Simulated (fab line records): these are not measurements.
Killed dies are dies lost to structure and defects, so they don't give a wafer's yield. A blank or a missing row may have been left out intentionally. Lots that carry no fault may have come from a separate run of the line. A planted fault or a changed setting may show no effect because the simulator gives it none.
Comparing a struck lot with a sound one | flow sky130 | 37 out of 708 route steps
Sound: wafers L933.1, L933.5, L933.6. Wafers L917.1, L917.3, L917.6 were the ones struck. At the end, the cause is stated.
At each step with rows: each side's tool, then ch and its chambers, then its first start. Under that, the readings that differ: sound wafers | struck wafers | difference of the means | sigmas: that difference in standard deviations of wafers without a fault.
alike: readings with means less than 2 such deviations apart, plus words and numbers identical on both sides. not compared: withheld readings, readings lacking a value on some wafer, bounds such as >300 that could conceal the same value, and numbers that have no deviation in the record and whose values overlap.
Wherever a step has rows on one side only, a row that says differs or no value, or a row with sigmas, the two part there. Non-overlapping numbers with no deviation appear without sigmas and do not part them. A reading missing from all wafers of one side parts the sides only when that side holds two or more wafers.

first, 10 steps without rows for these wafers: SKY_DNWELL_DEVELOP_06 (develop time 60 s); SKY_DNWELL_IMPLANT_07; SKY_DNWELL_STRIP_08 (strips in O2/N2); SKY_PWDE_DEHYDRATE_00 (time 60 s); SKY_PWDE_HMDS_01 (prime time 60 s); SKY_PWDE_COAT_02 (resist thk 3000 nm); SKY_PWDE_SOFTBAKE_03; SKY_PWDE_EXPOSE_04 (exposes mask PWDEM, target cd 840 nm); SKY_PWDE_PEB_05; SKY_PWDE_DEVELOP_06 (develop time 60 s).
SKY_PWDE_IMPLANT_08:
  sound on implanter-01 ch 0, day 9 10:08; struck on implanter-03 ch 0, day 5 18:16
reading                       | sound                      | struck                        | difference | sigmas
beamOnS (s)                   | 10.10 9.52 10.25           | 11.24 11.22 11.09             | +1.23      | +6
endStationPressureTorr (Torr) | 5.27e-06 4.86e-06 5.32e-06 | 8.234e-05 8.502e-05 7.576e-05 | +7.589e-05 | +99 or more
faradayCurrentUA              | 20.1 21.2 19.9             | 17.7 17.8 18.0                | -2.6       | -7
  alike: doseIonsCm2
then, 1 step without rows for these wafers: SKY_PWDE_STRIP_09 (strips in O2/N2).
SKY_PWDE_TW_MEAS_10:
  sound: filmMetro-03 at day 9 10:23; struck: filmMetro-04 at day 5 18:31
reading | sound             | struck            | difference | sigmas
PWDE_TW | 378.1 376.7 378.0 | 385.5 386.9 384.5 | +8.0       | +3
then, 22 steps without rows for these wafers: SKY_NWELL_DEHYDRATE_03 (time 60 s); SKY_NWELL_HMDS_04 (prime time 60 s); SKY_NWELL_COAT_05 (resist thk 3000 nm); SKY_NWELL_SOFTBAKE_06; SKY_NWELL_EXPOSE_07 (exposes mask NWM, target cd 840 nm); SKY_NWELL_PEB_08; SKY_NWELL_DEVELOP_09 (develop time 60 s); SKY_NWELL_IMPLANT_11; SKY_NWELL_IMPLANT_12; SKY_NWELL_IMPLANT_13; SKY_NWELL_STRIP_14 (strips in O2/N2); SKY_NWELL_DEHYDRATE_16 (time 60 s); SKY_NWELL_HMDS_17 (prime time 60 s); SKY_NWELL_COAT_18 (resist thk 3000 nm); SKY_NWELL_SOFTBAKE_19; SKY_NWELL_EXPOSE_20 (exposes mask NWM COMPLEMENT, target cd 840 nm); SKY_NWELL_PEB_21; SKY_NWELL_DEVELOP_22 (develop time 60 s); SKY_NWELL_IMPLANT_24; SKY_NWELL_STRIP_25 (strips in O2/N2); SKY_NWELL_CLEAN_27 (cleans in SC1/SC2, time 150 s); SKY_NWELL_RTA_28 (time 30 s).
SKY_NWELL_RS_MEAS_31: measurement is done with a four-point probe.
  sound: filmMetro-04 at day 11 08:38; struck: filmMetro-03 at day 7 12:05
reading          | sound          | struck         | difference | sigmas
PWDE_RS (ohm/sq) | 5262 5261 5262 | 4780 4778 4793 | -478       | -20
-- the record jumps here: 41 days lie between the struck wafers' starts before and after (it left off in module NWELL and takes up again in module PAD_OPEN, whose first step shown is number 708 of the route) --
SKY_PAD_OPEN_PROBE_99:
  sound: prober-01 at day 51 04:48; struck: prober-01 at day 48 08:56
reading                              | sound          | struck         | difference | sigmas
model.etest.resPwdeUnderGate.rsOhmSq | 6147 6175 6188 | 5520 5544 5597 | -616       | 
  alike: killed_at_M0_to_M3, killed_at_M4_up, killedAtContacts, killedAtFrontEnd, killedAtOther, killedDies, killedOpen, killedShort
  not compared: model.etest.res_p_drift_20v.lineOhmUm, model.etest.res_p_drift_20v.rsOhmSq

== WHERE THEY PART ==
Last at SKY_NWELL_RS_MEAS_31 as far as this record goes, first at SKY_PWDE_IMPLANT_08. Later steps at which nothing parts them and some readings are alike: SKY_PAD_OPEN_PROBE_99.

WHY: the cause the simulator had injected
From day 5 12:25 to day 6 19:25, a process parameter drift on implanter-03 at SKY_PWDE_IMPLANT_08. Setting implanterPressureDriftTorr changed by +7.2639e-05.
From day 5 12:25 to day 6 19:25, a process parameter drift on implanter-03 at SKY_PWDE_IMPLANT_08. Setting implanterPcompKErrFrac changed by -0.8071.
